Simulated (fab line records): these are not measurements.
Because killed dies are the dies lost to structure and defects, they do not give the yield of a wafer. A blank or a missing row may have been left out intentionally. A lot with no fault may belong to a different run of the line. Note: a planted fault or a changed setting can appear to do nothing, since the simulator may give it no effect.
Which tool is to blame? :: flow gf180mcu :: 42 wafers from 14 lots sampled at 2 of the route's 602 steps

WHAT THE GAUGES READ, wafer by wafer
GF_V1_THK_MEAS_03.
lot: L521
measured: day 17 01:43
on: film-metro-04
V1_CVD_02_THK (nm): 859 866 870

lot: L522
measured: day 17 10:52
on: film-metro-02
V1_CVD_02_THK (nm): 847 864 861

lot: L523
measured: day 17 18:27
on: film-metro-01
V1_CVD_02_THK (nm): 838 851 842

lot: L524
measured: day 18 11:20
on: film-metro-02
V1_CVD_02_THK (nm): 859 859 863

lot: L527
measured: day 19 10:58
on: film-metro-04
V1_CVD_02_THK (nm): 856 860 866

lot: L528
measured: day 19 20:10
on: film-metro-04
V1_CVD_02_THK (nm): 850 859 866

lot: L529
measured: day 20 10:47
on: film-metro-01
V1_CVD_02_THK (nm): 853 843 865

lot: L532
measured: day 21 09:17
on: film-metro-01
V1_CVD_02_THK (nm): 849 849 851

lot: L539
measured: day 23 20:56
on: film-metro-04
V1_CVD_02_THK (nm): 862 858 868

lot: L540
measured: day 23 23:44
on: film-metro-01
V1_CVD_02_THK (nm): 847 859 867

lot: L541
measured: day 24 07:26
on: film-metro-01
V1_CVD_02_THK (nm): 842 856 839

lot: L542
measured: day 24 17:43
on: film-metro-02
V1_CVD_02_THK (nm): 842 854 865

lot: L543
measured: day 24 23:37
on: film-metro-01
V1_CVD_02_THK (nm): 857 848 851

lot: L544
measured: day 25 05:11
on: film-metro-01
V1_CVD_02_THK (nm): 849 851 850

WHICH TOOL RAN EACH LOT (tool, then ch and the chambers of the sampled wafers, then the start)
lot: L521
GF_HV_LDD_IMPLANT_36: implanter-03 ch 0, day 11 14:11

lot: L522
GF_HV_LDD_IMPLANT_36: implanter-03 ch 0, day 11 20:44

lot: L523
GF_HV_LDD_IMPLANT_36: implanter-01 ch 0, day 12 02:01

lot: L524
GF_HV_LDD_IMPLANT_36: implanter-03 ch 0, day 12 18:08

lot: L527
GF_HV_LDD_IMPLANT_36: implanter-03 ch 0, day 13 13:59

lot: L528
GF_HV_LDD_IMPLANT_36: implanter-01 ch 0, day 13 20:44

lot: L529
GF_HV_LDD_IMPLANT_36: implanter-01 ch 0, day 14 10:40

lot: L532
GF_HV_LDD_IMPLANT_36: implanter-02 ch 0, day 15 05:35

lot: L539
GF_HV_LDD_IMPLANT_36: implanter-01 ch 0, day 17 13:46

lot: L540
GF_HV_LDD_IMPLANT_36: implanter-01 ch 0, day 17 18:22

lot: L541
GF_HV_LDD_IMPLANT_36: implanter-01 ch 0, day 18 01:38

lot: L542
GF_HV_LDD_IMPLANT_36: implanter-02 ch 0, day 18 12:16

lot: L543
GF_HV_LDD_IMPLANT_36: implanter-03 ch 0, day 18 20:51

lot: L544
GF_HV_LDD_IMPLANT_36: implanter-02 ch 0, day 19 02:11
- GF_HV_LDD_IMPLANT_36

WHAT THE TOOLS THEMSELVES READ (means of the sampled wafers that have a number; where no wafer has one, the mark that the record gives instead)
GF_HV_LDD_IMPLANT_36.
lot: L521
tool: implanter-03
dose-ions-cm2: 7.499e+12

lot: L522
tool: implanter-03
dose-ions-cm2: 7.505e+12

lot: L523
tool: implanter-01
dose-ions-cm2: 7.500e+12

lot: L524
tool: implanter-03
dose-ions-cm2: 7.495e+12

lot: L527
tool: implanter-03
dose-ions-cm2: 7.506e+12

lot: L528
tool: implanter-01
dose-ions-cm2: 7.173e+12

lot: L529
tool: implanter-01
dose-ions-cm2: 7.178e+12

lot: L532
tool: implanter-02
dose-ions-cm2: 7.499e+12

lot: L539
tool: implanter-01
dose-ions-cm2: 7.511e+12

lot: L540
tool: implanter-01
dose-ions-cm2: 7.501e+12

lot: L541
tool: implanter-01
dose-ions-cm2: 7.512e+12

lot: L542
tool: implanter-02
dose-ions-cm2: 7.509e+12

lot: L543
tool: implanter-03
dose-ions-cm2: 7.504e+12

lot: L544
tool: implanter-02
dose-ions-cm2: 7.496e+12

THE ANSWER, worked out from the rows above alone
Rule: what is usual is taken from the lots themselves. The widest of any qualifying gaps counts: lots, ordered by their means at a reading, are off when they make up no more than a third of the lots, leave a main group of 4 or more, and stand apart from it by 3 or more times the standard deviation of that group's means. A main group whose means are all the same, to the digits that the tables above print for the reading, isn't used. Also off: a lot with no number at a reading for which 4 or more lots have one. Any other lot the step has rows for is counted as sound. The gauges are gone through in route order, then the tools' own readings, and for those a lot's mean is taken as printed above. At the first step where some lot is off, the reading lying furthest off is the one used; lots without a number count as furthest.
Off: L528, L529, at GF_HV_LDD_IMPLANT_36 (dose-ions-cm2). For the main group the mean is 7.503e+12 and the standard deviation 5.4e+09.
If a tool, at that step or one of the process steps before it, ran each lot that is off and ran no sound lot following the first of them, it fits. Not one of the candidates tried fits.

WHAT WAS PUT IN BY THE SIMULATOR
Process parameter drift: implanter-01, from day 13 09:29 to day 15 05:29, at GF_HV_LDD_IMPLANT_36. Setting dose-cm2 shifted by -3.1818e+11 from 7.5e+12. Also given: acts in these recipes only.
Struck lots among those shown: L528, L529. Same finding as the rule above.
